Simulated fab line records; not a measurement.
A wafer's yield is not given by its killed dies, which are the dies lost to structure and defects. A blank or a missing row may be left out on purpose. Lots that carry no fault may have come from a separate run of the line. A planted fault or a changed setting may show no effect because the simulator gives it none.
Struck lot and sound lot, side by side || flow sky130 || 15 out of 708 route steps
Sound: wafers L346.2, L346.4, L346.6. Wafers struck: L356.1, L356.3, L356.4. The cause comes at the end.
Each step with rows lists, per side, the tool, then ch with its chambers, then its first start. Under that, the readings that differ: sound wafers || struck wafers || difference of the means || sigmas: that difference in standard deviations of wafers without a fault.
alike: readings whose means differ by less than 2 such deviations, and words and numbers that are the same on both sides. not compared: withheld readings, readings that some wafer has no value for, bounds like >300 that may hide the same value, and numbers for which the record gives no deviation and whose values overlap.
Wherever a step has rows on one side only, a row that says differs or no value, or a row with sigmas, the two part there. Non-overlapping numbers with no deviation appear without sigmas and do not part them. A reading missing from all wafers of one side parts the sides only when that side holds two or more wafers.

SKY_CAPM_METAL_ETCH_13: etches TiN in Cl2/BCl3, stops on SiO2, target depth 220 nm, time 62.9 s.
  sound on rie metal-01 ch 0,1, day 39 11:22; struck on rie metal-01 ch 0,1, day 42 11:31
  alike: drypump motor current A, oes product au, throttle valve pct
  not compared: rf hours counter h
SKY_CAPM_STRIP_14: strips in O2/N2.
  sound on plasma asher-01 ch 0,1, day 39 11:27; struck on plasma asher-01 ch 0,1, day 42 11:36
{"reading": "oes product au (a.u.)", "sound": "0.716 0.718 0.720", "struck": "0.713 0.704 0.710", "difference": -0.009, "sigmas": -2}
  alike: drypump motor current A, strip time to endpoint s
  not compared: rf hours counter h
then, 10 steps without rows for these wafers: SKY_CAPM_STRIP_15 (strips in post etch residue remover, time 1200 s); SKY_CAPM_CLEAN_16 (cleans in IPA, time 180 s); SKY_CAPM_CLEAN_17 (cleans in O3/DIW); SKY_METAL3_DEHYDRATE_05 (time 60 s); SKY_METAL3_HMDS_06 (prime time 60 s); SKY_METAL3_COAT_07 (resist thk 60 nm); SKY_METAL3_COAT_08 (resist thk 1140 nm); SKY_METAL3_SOFTBAKE_09 (time 90 s); SKY_METAL3_EXPOSE_10 (exposes mask MM3, target cd 300 nm); SKY_METAL3_PEB_11.
SKY_METAL3_DEVELOP_12: develop time 60 s.
  sound on litho track-03 ch 0, day 40 12:00; struck on litho track-03 ch 0, day 43 11:00
{"reading": "developer temp C (C)", "sound": "21.02 21.02 21.02", "struck": "21.65 21.76 21.60", "difference": "+0.65", "sigmas": "+6"}
  alike: exhaust pa
SKY_METAL3_CD_MEAS_13 targets a cd of 300 nm.
  sound on cd sem-01 at day 40 12:16; struck on cd sem-01 at day 43 11:12
  alike: cd nm
-- the record jumps here: 6 days lie between the struck wafers' starts before and after (it left off in module METAL3 and takes up again in module PAD_OPEN, whose first step shown is number 708 of the route) --
SKY_PAD_OPEN_PROBE_99:
  sound on prober-02 at day 47 12:23; struck on prober-02 at day 49 17:27
{"reading": "killed at contacts", "sound": "30 32 27", "struck": "12 23 23", "difference": -10, "sigmas": -2}
  alike: defect limited yield, killed_at_M0_to_M3, killed_at_M4_up, killed at front end, killed at other, killed dies, killed open, killed short, sort_bin_3_pad_short, sort_bin_5_function, sort_bin_6_memory, sort n pass, sort yield pct

WHERE THEY PART
First at SKY_CAPM_STRIP_14; last, within this record, at SKY_PAD_OPEN_PROBE_99.

WHY: what had been put in by the simulator
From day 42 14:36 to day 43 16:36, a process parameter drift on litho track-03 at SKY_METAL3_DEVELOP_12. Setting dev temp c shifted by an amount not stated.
